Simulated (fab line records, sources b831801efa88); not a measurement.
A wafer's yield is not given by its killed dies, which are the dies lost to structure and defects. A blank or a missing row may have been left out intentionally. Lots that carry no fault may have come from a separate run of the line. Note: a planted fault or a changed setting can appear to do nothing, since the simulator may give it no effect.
fab line records	flow sky130
[record] lots = 4	wafers = 12	last-day = 50
route steps=708 shown LI_CONTACT@376 LOCAL_INTERCONNECT@387 PAD_OPEN@708
lots that met no fault: taken from a fault-free run of the same line
start-h: hours from the record's opening day to when the first of the lot's shown wafers began	wait-h: how many hours have passed since the lot's step before this one	" the same as in the row above	L1.1+2: a single row standing in for several wafers	- no value present, or no start provided	* or withheld: withheld	< > ~ a bound
route shown NAME@n: names a module that has steps shown in the file, with the first one's number in the route	usual: the fault-free wafers' mean and standard deviation	same: alike in all rows	chamber/n: place in a boat	sites: the reading at each site	_std_site: standard deviation of those values	_edge_site: inner sites' mean taken away from outer sites' mean	radius-mm: how far each site lies from the wafer's centre	mask NAME#n: copy n	behind: the last tool/chamber to shape the wafer	hold: why the lot went on hold/how many hours it stayed there/how the hold came to an end	device: the transistor (n, p or np) that didn't switch	end of line: tests run on the same wafers once the route is complete	where a step has no rows: the recipe by itself	killed: not the wafer's yield, but the dies lost to structure and defects at the first sort	map: dies across one wafer; x = killed, . = not, _ = none there
set.NAME: the setting as run; set.NAME@STEP: as run at that earlier step	model.NAME: the simulator's own value behind a step, which no gauge read
a table for each step, a row for each wafer; lots at some steps of the route
services: a tool's chamber out of use, with start hour (start-h, from the record's first day; less than 0 if before it), hours out, and reason
[[steps]]
[step SKY_LI_CONTACT_ETCH_14]
[recipe] chemistry = N2/H2	target = BARC	ion-energy-ev = 200	source-w = 500	bias-w = 100	pressure-mtorr = 30	n2-flow-sccm = 100	h2-flow-sccm = 200	stop-on = SiO2	time-s = 45.9	target-depth-a = 600
[step SKY_LI_CONTACT_ETCH_15]
[recipe] target = PSG	chemistry = C4F8/O2/Ar	stop-on = Si	taper-deg = 4.15	mask-material = KrF-thick	source-w = 1500	bias-w = 1200	pressure-mtorr = 40	c4f8-flow-sccm = withheld	O2_flow_sccm = 6	Ar_flow_sccm = 300	time-s = withheld	target-depth-a = 6000
[step SKY_LI_CONTACT_STRIP_16]
[recipe] chemistry = O2/N2	power-w = 1400	pressure-mtorr = 1500	platen-temp-c = withheld	o2-flow-sccm = 3000	n2-flow-sccm = 300	overash-fraction = 0.5
[step SKY_LI_CONTACT_CLEAN_17]
[recipe] chemistry = NMP	time-s = 600	temp-c = 60	dry = n2-spin
[step SKY_LI_CONTACT_PRE_CLEAN_18]
[recipe] gas = Ar	time-s = 5.6	bias-v = 358
[step SKY_LI_CONTACT_SPUTTER_19]
[recipe] material = Ti	target-thk-nm = 20	chamber-pressure-pa = 5	power-w = 2500	substrate-temp-c = 200	time-s = 106.37
[step SKY_LI_CONTACT_SPUTTER_20]
[recipe] material = TiN	target-thk-nm = 20	chamber-pressure-pa = 5	power-w = 4000	time-s = 80
[step SKY_LI_CONTACT_CVD_21]
[recipe] material = W	target-thk-nm = 400	time-s = 120.56	temp-c = 400	pressure-torr = 40
[step SKY_LI_CONTACT_CMP_24]
[recipe] stop-on = PSG	t-overpolish-s = 20	down-force-psi = 3.5	platen-rpm = 60	target-thk-nm = 0	pad-velocity-m-s = 0.94248
[step SKY_LOCAL_INTERCONNECT_SPUTTER_00]
[recipe] material = TiN	target-thk-nm = 100	temp-c = 300	power-w = 6500	time-s = 83.3	chamber-pressure-pa = 0.4
[usual] throttle-valve-pct = 29.9/0.92
lot.wafer	tool	chamber	start-h	wait-h	throttle-valve-pct	model.TiN_of_LOCAL_INTERCONNECT_SPUTTER_00.thk-nm
L293.1	pvd-sputter-04	-	732.81	0.2	29.6	99.03
L293.5	"	-	"	"	28.9	98.07
L293.6	"	-	"	"	30.6	98.59
L304.2	pvd-sputter-04	-	812.82	0.2	29.6	101.3
L304.3	"	-	"	"	29.0	136.6
L304.4	"	-	"	"	30.7	100.4
L305.1	pvd-sputter-04	-	818.16	0.2	30.9	136.8
L305.2	"	-	"	"	29.5	101.8
L305.4	"	-	"	"	29.5	100.7
L309.1	pvd-sputter-01	-	853.31	0.1	29.3	100.6
L309.2	"	-	"	"	30.2	100.2
L309.4	"	-	"	"	27.4	100.1
[step SKY_LOCAL_INTERCONNECT_RS_MEAS_01]
[recipe] thk-meas-gauge = four-point-probe	reads = TiN_of_LOCAL_INTERCONNECT_SPUTTER_00
[usual] LOCAL_INTERCONNECT_TIN_RS = 14.16/0.14
lot.wafer	tool	chamber	start-h	wait-h	hold	LOCAL_INTERCONNECT_TIN_RS[ohm/sq]
L293.1	film-metro-01	-	732.87	0.0	-	14.27
L293.5	"	-	"	"	-	14.43
L293.6	"	-	"	"	-	14.37
L304.2	film-metro-01	-	812.91	0.1	await-dispo/0.2h/release	13.95
L304.3	"	-	"	"	await-dispo/0.2h/release	10.24
L304.4	"	-	"	"	await-dispo/0.2h/release	14.08
L304.2	film-metro-01	-	813.19	0.3	-	13.93
L304.3	"	-	"	"	-	10.21
L304.4	"	-	"	"	-	14.06
L305.1	film-metro-02	-	818.22	0.0	await-dispo/0.2h/release	10.21
L305.2	"	-	"	"	await-dispo/0.2h/release	13.88
L305.4	"	-	"	"	await-dispo/0.2h/release	14.05
L305.1	film-metro-02	-	818.51	0.3	-	10.21
L305.2	"	-	"	"	-	13.89
L305.4	"	-	"	"	-	14.06
L309.1	film-metro-02	-	853.37	0.0	-	14.05
L309.2	"	-	"	"	-	14.11
L309.4	"	-	"	"	-	14.12
[step SKY_LOCAL_INTERCONNECT_THK_MEAS_02]
[recipe] thk-meas-gauge = xrf	reads = TiN_of_LOCAL_INTERCONNECT_SPUTTER_00
[usual] LOCAL_INTERCONNECT_TIN_THK = 100.6/0.98
lot.wafer	tool	chamber	start-h	wait-h	hold	LOCAL_INTERCONNECT_TIN_THK[nm]
L293.1	film-metro-01	-	732.99	0.1	-	99.3
L293.5	"	-	"	"	-	98.0
L293.6	"	-	"	"	-	98.8
L304.2	film-metro-01	-	816.56	3.4	await-dispo/0.2h/release	102.0
L304.3	"	-	"	"	await-dispo/0.2h/release	137.6
L304.4	"	-	"	"	await-dispo/0.2h/release	101.1
L304.2	film-metro-01	-	816.79	0.2	-	101.6
L304.3	"	-	"	"	-	137.2
L304.4	"	-	"	"	-	100.3
L305.1	film-metro-02	-	821.99	3.5	await-dispo/0.2h/release	136.9
L305.2	"	-	"	"	await-dispo/0.2h/release	101.4
L305.4	"	-	"	"	await-dispo/0.2h/release	100.8
L305.1	film-metro-02	-	822.21	0.2	-	136.8
L305.2	"	-	"	"	-	102.5
L305.4	"	-	"	"	-	101.1
L309.1	film-metro-02	-	853.49	0.1	-	101.0
L309.2	"	-	"	"	-	100.7
L309.4	"	-	"	"	-	100.8
[step SKY_LOCAL_INTERCONNECT_HMDS_04]
[recipe] prime-time-s = 60	prime-temp-c = 120
[step SKY_LOCAL_INTERCONNECT_COAT_05]
[recipe] resist = BARC	temp-c = withheld	time-s = withheld	spin-rpm = 3000	resist-thk-nm = 60
[step SKY_LOCAL_INTERCONNECT_COAT_06]
[recipe] resist = KrF-thick	spin-rpm = 3000	resist-thk-nm = 450
[step SKY_LOCAL_INTERCONNECT_SOFTBAKE_07]
[recipe] temp-c = 100	time-s = 90	resist = KrF-thick
[step SKY_LOCAL_INTERCONNECT_EXPOSE_08]
[recipe] mask-id = LI1M	na = 0.8	source-shape = annular	sigma-inner = 0.55	sigma-outer = 0.85	target-cd-nm = 170	dose-mj = 28
[step SKY_LOCAL_INTERCONNECT_PEB_09]
[recipe] peb-temp-c = withheld	peb-time-s = withheld	resist = KrF-thick
[step SKY_LOCAL_INTERCONNECT_DEVELOP_10]
[recipe] develop-time-s = 60	resist = KrF-thick	dev-temp-c = 21
[step SKY_LOCAL_INTERCONNECT_ETCH_13]
[recipe] chemistry = N2/H2	target = BARC	ion-energy-ev = 200	bias-w = 100	pressure-mtorr = 30	n2-flow-sccm = 100	h2-flow-sccm = 200	icp-w = 500	stop-on = SiO2	time-s = 45.9	target-depth-a = 600
[step SKY_LOCAL_INTERCONNECT_METAL_ETCH_14]
[recipe] target-depth-nm = 110	stop-on = PSG	chemistry = Cl2/BCl3	target = TiN	resist-sidewall-deg = 88	pressure-mtorr = 10	icp-w = 900	bias-w = 48.5	Cl2_flow_sccm = 60	bcl3-flow-sccm = 30	time-s = 31.4
[usual] drypump-motor-current-A = 6.3/0.35	mfc-cl2-sccm = 59.95/0.16	oes-product-au = 0.942/0.0068	throttle-valve-pct = 21.901/0.01
lot.wafer	tool	chamber	start-h	wait-h	drypump-motor-current-A	mfc-cl2-sccm	oes-product-au	rf-hours-counter-h	throttle-valve-pct
L293.1	rie-metal-04	1	759.89	0.1	6.6	60.17	0.939	5	21.917
L293.5	"	1	"	"	6.6	60.04	0.933	-	21.909
L293.6	"	1	"	"	6.6	60.08	0.936	-	21.909
L304.2	rie-metal-01	1	839.47	0.0	6.7	59.92	0.949	8	21.893
L304.3	"	0	"	"	5.9	59.97	0.997	-	21.854
L304.4	"	1	"	"	6.7	60.06	0.939	-	21.898
L305.1	rie-metal-03	0	845.07	0.0	6.1	59.79	1.004	11	21.870
L305.2	"	1	"	"	5.7	59.71	0.957	2	21.899
L305.4	"	0	"	"	6.2	60.02	0.947	-	21.906
L309.1	rie-metal-01	0	880.23	0.0	5.9	59.91	0.948	3	21.903
L309.2	"	1	"	"	6.7	59.93	0.943	10	21.898
L309.4	"	1	"	"	6.6	59.89	0.945	-	21.896
[step SKY_LOCAL_INTERCONNECT_STRIP_15]
[recipe] chemistry = O2/N2	power-w = 1400	pressure-mtorr = 1500	platen-temp-c = withheld	o2-flow-sccm = 3000	n2-flow-sccm = 300	overash-fraction = 0.5
[step SKY_LOCAL_INTERCONNECT_STRIP_16]
[recipe] chemistry = post-etch-residue-remover	time-s = 1200	temp-c = 72.5
lot.wafer	tool	chamber	start-h	wait-h	model.TiN_of_LOCAL_INTERCONNECT_SPUTTER_00.thk-nm
L293.1	wet-bench-04	0	760.09	0.1	98.61
L293.5	"	0	"	"	97.65
L293.6	"	0	"	"	98.17
L304.2	wet-bench-04	0	839.62	0.1	100.9
L304.3	"	0	"	"	136.2
L304.4	"	0	"	"	100
L305.1	wet-bench-04	2	845.22	0.1	136.4
L305.2	"	2	"	"	101.4
L305.4	"	2	"	"	100.2
L309.1	wet-bench-03	3	880.38	0.1	100.2
L309.2	"	3	"	"	99.83
L309.4	"	3	"	"	99.66
[step SKY_LOCAL_INTERCONNECT_CLEAN_17]
[recipe] chemistry = IPA	time-s = 180	temp-c = 25
[step SKY_PAD_OPEN_PROBE_99]
[usual] killed_at_M0_to_M3 = 42/7.7	killed_at_M4_up = 3.1/1.9	killed-at-contacts = 24/4.9	killed-at-front-end = 15/4.6	killed-at-other = 0.3/0.51	killed-dies = 85/9.9	killed-on-rim = 17/4.1	killed-open = 47/7.1	killed-short = 38/6.7
[same] gross-dies = 492	killed-at-back-side = 0
lot.wafer	tool	chamber	start-h	wait-h	hold	killed_at_M0_to_M3	killed_at_M4_up	killed-at-contacts	killed-at-front-end	killed-at-other	killed-dies	killed-on-rim	killed-open	killed-short
L293.1	prober-01	-	1117.23	0.1	-	39	4	30	8	0	81	12	45	36
L293.5	prober-01	-	1117.43	0.2	-	31	2	30	14	0	77	20	45	32
L293.6	prober-01	-	1117.48	0.2	-	34	8	24	9	1	76	17	50	26
L304.2	prober-02	-	1173.58	0.1	await-dispo/6.2h/release	49	4	30	21	0	104	17	69	34
L304.3	prober-02	-	1173.63	0.2	await-dispo/6.2h/release	31	2	442	16	1	492	96	49	28
L304.4	prober-02	-	1173.68	0.2	await-dispo/6.2h/release	49	5	29	21	0	104	24	51	53
L305.1	prober-01	-	1175.06	0.1	await-dispo/1.9h/release	52	2	424	14	0	492	96	51	35
L305.2	prober-01	-	1175.11	0.1	await-dispo/1.9h/release	42	4	26	23	1	96	17	51	44
L305.4	prober-01	-	1175.21	0.2	await-dispo/1.9h/release	36	3	18	10	0	67	10	39	28
L309.1	prober-01	-	1197.47	0.1	-	51	7	22	9	1	90	17	44	45
L309.2	prober-01	-	1197.52	0.1	-	47	6	27	19	1	100	25	46	54
L309.4	prober-01	-	1197.62	0.2	-	40	5	26	13	0	84	13	43	41
// killed by level:class
L293.1 LI_CONTACT:geometric-particle:open=11 VIA1:geometric-particle:open=10 VIA3:geometric-particle:open=9 VIA1:geometric-particle:short=7 CONTACT:geometric-particle:open=7 LI_CONTACT:geometric-particle:short=5 LOCAL_INTERCONNECT:geometric-particle:short=4 METAL1:geometric-particle:short=3
L293.5 LI_CONTACT:geometric-particle:open=15 CONTACT:geometric-particle:open=7 VIA1:geometric-particle:open=6 VIA1:geometric-particle:short=5 FIELD_ISO:geometric-particle:open=4 FIELD_ISO:geometric-particle:short=4 CONTACT:geometric-particle:short=4 METAL2:geometric-particle:short=4
L293.6 VIA1:geometric-particle:open=11 CONTACT:geometric-particle:open=10 LI_CONTACT:geometric-particle:open=9 VIA3:geometric-particle:open=6 VIA2:geometric-particle:open=6 METAL4:geometric-particle:short=4 METAL1:geometric-particle:short=4 FIELD_ISO:geometric-particle:short=3
L304.2 VIA1:geometric-particle:open=15 CONTACT:geometric-particle:open=15 VIA3:geometric-particle:open=8 LI_CONTACT:geometric-particle:open=7 FIELD_ISO:geometric-particle:open=6 VIA1:geometric-particle:short=6 VIA2:geometric-particle:open=6 POLY_GATE:geometric-particle:short=5
L304.3 LOCAL_INTERCONNECT:area-etch=413 CONTACT:geometric-particle:open=10 VIA3:geometric-particle:open=9 VIA1:geometric-particle:open=8 VIA2:geometric-particle:open=6 LOCAL_INTERCONNECT:geometric-particle:short=5 CONTACT:geometric-particle:short=5 FIELD_ISO:geometric-particle:short=4
L304.4 CONTACT:geometric-particle:open=10 LI_CONTACT:geometric-particle:open=9 VIA1:geometric-particle:open=9 VIA3:geometric-particle:open=7 VIA3:geometric-particle:short=7 VIA1:geometric-particle:short=6 METAL2:geometric-particle:short=6 METAL4:geometric-particle:short=5
L305.1 LOCAL_INTERCONNECT:area-etch=406 VIA1:geometric-particle:open=14 VIA3:geometric-particle:open=7 LI_CONTACT:geometric-particle:open=7 VIA1:geometric-particle:short=6 CONTACT:geometric-particle:open=6 METAL2:geometric-particle:short=6 VIA2:geometric-particle:open=6
L305.2 CONTACT:geometric-particle:open=10 METAL2:geometric-particle:short=10 VIA3:geometric-particle:open=10 LI_CONTACT:geometric-particle:open=8 FIELD_ISO:geometric-particle:open=7 FIELD_ISO:geometric-particle:short=7 METAL1:geometric-particle:short=6 POLY_GATE:geometric-particle:open=4
L305.4 CONTACT:geometric-particle:open=11 VIA1:geometric-particle:open=10 VIA3:geometric-particle:open=6 METAL2:geometric-particle:short=5 METAL1:geometric-particle:short=4 FIELD_ISO:geometric-particle:short=3 POLY_GATE:geometric-particle:open=3 METAL4:geometric-particle:short=3
L309.1 VIA1:geometric-particle:open=10 METAL2:geometric-particle:short=8 VIA3:geometric-particle:open=8 CONTACT:geometric-particle:open=6 LI_CONTACT:geometric-particle:short=5 LI_CONTACT:geometric-particle:open=5 METAL1:geometric-particle:short=5 VIA2:geometric-particle:open=5
L309.2 VIA1:geometric-particle:open=10 LI_CONTACT:geometric-particle:open=9 METAL2:geometric-particle:short=8 VIA2:geometric-particle:open=7 LOCAL_INTERCONNECT:geometric-particle:short=6 VIA3:geometric-particle:short=6 METAL1:geometric-particle:short=5 METAL4:geometric-particle:short=5
L309.4 CONTACT:geometric-particle:open=9 VIA1:geometric-particle:open=8 LI_CONTACT:geometric-particle:open=7 CONTACT:geometric-particle:short=5 METAL1:geometric-particle:short=5 VIA3:geometric-particle:open=5 VIA2:geometric-particle:open=5 VIA1:geometric-particle:short=4
// map L304.3 (x killed, . not)
__________xxxxxxxxxx_________
________xxxxxxxxxxxxxx_______
______xxxxxxxxxxxxxxxxxx_____
_____xxxxxxxxxxxxxxxxxxxx____
____xxxxxxxxxxxxxxxxxxxxxx___
___xxxxxxxxxxxxxxxxxxxxxxxx__
__xxxxxxxxxxxxxxxxxxxxxxxxxx_
_xxxxxxxxxxxxxxxxxxxxxxxxxxxx
_xxxxxxxxxxxxxxxxxxxxxxxxxxxx
_xxxxxxxxxxxxxxxxxxxxxxxxxxxx
_xxxxxxxxxxxxxxxxxxxxxxxxxxxx
_xxxxxxxxxxxxxxxxxxxxxxxxxxxx
_xxxxxxxxxxxxxxxxxxxxxxxxxxxx
_xxxxxxxxxxxxxxxxxxxxxxxxxxxx
_xxxxxxxxxxxxxxxxxxxxxxxxxxxx
__xxxxxxxxxxxxxxxxxxxxxxxxxx_
___xxxxxxxxxxxxxxxxxxxxxxxx__
____xxxxxxxxxxxxxxxxxxxxxx___
_____xxxxxxxxxxxxxxxxxxxx____
______xxxxxxxxxxxxxxxxxx_____
________xxxxxxxxxxxxxx_______
__________xxxxxxxxxx_________
// map L305.1 (x killed, . not)
__________xxxxxxxxxx_________
________xxxxxxxxxxxxxx_______
______xxxxxxxxxxxxxxxxxx_____
_____xxxxxxxxxxxxxxxxxxxx____
____xxxxxxxxxxxxxxxxxxxxxx___
___xxxxxxxxxxxxxxxxxxxxxxxx__
__xxxxxxxxxxxxxxxxxxxxxxxxxx_
_xxxxxxxxxxxxxxxxxxxxxxxxxxxx
_xxxxxxxxxxxxxxxxxxxxxxxxxxxx
_xxxxxxxxxxxxxxxxxxxxxxxxxxxx
_xxxxxxxxxxxxxxxxxxxxxxxxxxxx
_xxxxxxxxxxxxxxxxxxxxxxxxxxxx
_xxxxxxxxxxxxxxxxxxxxxxxxxxxx
_xxxxxxxxxxxxxxxxxxxxxxxxxxxx
_xxxxxxxxxxxxxxxxxxxxxxxxxxxx
__xxxxxxxxxxxxxxxxxxxxxxxxxx_
___xxxxxxxxxxxxxxxxxxxxxxxx__
____xxxxxxxxxxxxxxxxxxxxxx___
_____xxxxxxxxxxxxxxxxxxxx____
______xxxxxxxxxxxxxxxxxx_____
________xxxxxxxxxxxxxx_______
__________xxxxxxxxxx_________
[[services]]
tool	chamber	start-h	hours	kind
rie-metal-04	0	752.10	-	clean
rie-metal-04	0	752.10	19.5	scheduled-down
rie-metal-04	0	752.10	19.5	vent-cycle
rie-metal-03	1	773.66	-	clean
rie-metal-03	1	773.66	26.9	scheduled-down
rie-metal-03	1	773.66	26.9	vent-cycle
rie-metal-04	-	784.35	0.4	repair
rie-metal-01	0	795.18	-	clean
rie-metal-01	0	795.18	16.7	scheduled-down
rie-metal-01	0	795.18	16.7	vent-cycle
rie-metal-04	-	858.97	14.6	pm
pvd-sputter-01	-	872.07	2.3	repair
[[key]]
[first-sign] step = SKY_LOCAL_INTERCONNECT_RS_MEAS_01	reading = visit	direction = added
[effect] step = SKY_LOCAL_INTERCONNECT_RS_MEAS_01	reading = LOCAL_INTERCONNECT_TIN_RS	direction = down	sigmas = 27	usual = 14.16	struck = 10.23
[effect] step = SKY_LOCAL_INTERCONNECT_THK_MEAS_02	reading = visit	direction = added
[effect] step = SKY_LOCAL_INTERCONNECT_THK_MEAS_02	reading = LOCAL_INTERCONNECT_TIN_THK	direction = up	sigmas = 37	usual = 100.6	struck = 137.2
[effect] step = SKY_LOCAL_INTERCONNECT_METAL_ETCH_14	reading = oes-product-au	direction = up	sigmas = 8.5	usual = 0.942	struck = 1.000
[effect] step = SKY_PAD_OPEN_PROBE_99	reading = killed-at-contacts	direction = up	sigmas = 84	usual = 24	struck = 433
[model-effect] step = SKY_LOCAL_INTERCONNECT_SPUTTER_00	value = TiN_of_LOCAL_INTERCONNECT_SPUTTER_00.thk-nm	without = 100.6	struck = 136.7
[model-effect] step = SKY_LOCAL_INTERCONNECT_STRIP_16	value = TiN_of_LOCAL_INTERCONNECT_SPUTTER_00.thk-nm	without = 100.2	struck = 136.3
[more-kills-born-at] SKY_LOCAL_INTERCONNECT_METAL_ETCH_14@rie-metal-01 = 413	SKY_LOCAL_INTERCONNECT_METAL_ETCH_14@rie-metal-03 = 406
met-at SKY_LOCAL_INTERCONNECT_SPUTTER_00
struck-wafers L304.3,L305.1
later-rows-left-out L304.3,L305.1
tester-left-out L304,L305
onset-between 732.81 812.82
[fault] kind = process-parameter-drift	tool = pvd-sputter-04	chamber = -	onset-h = 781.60	steps = SKY_LOCAL_INTERCONNECT_SPUTTER_00	channel = target-thk-nm	offset = 36.133	shape = step	end-h = 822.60	scope = struck-wafers-only	acts-in = these-recipes-only	stated = 100
// tester-left-out: of these lots the tester's yield and bins aren't shown, on N5 and GAA mostly nor the transistor test; their killed dies are dies lost to structure and defects alone, not to doping, threshold or leakage, so they don't give the yield
// later-rows-left-out: the simulator's readings of these wafers behind a module that went badly wrong aren't trusted and aren't shown, but for the sort
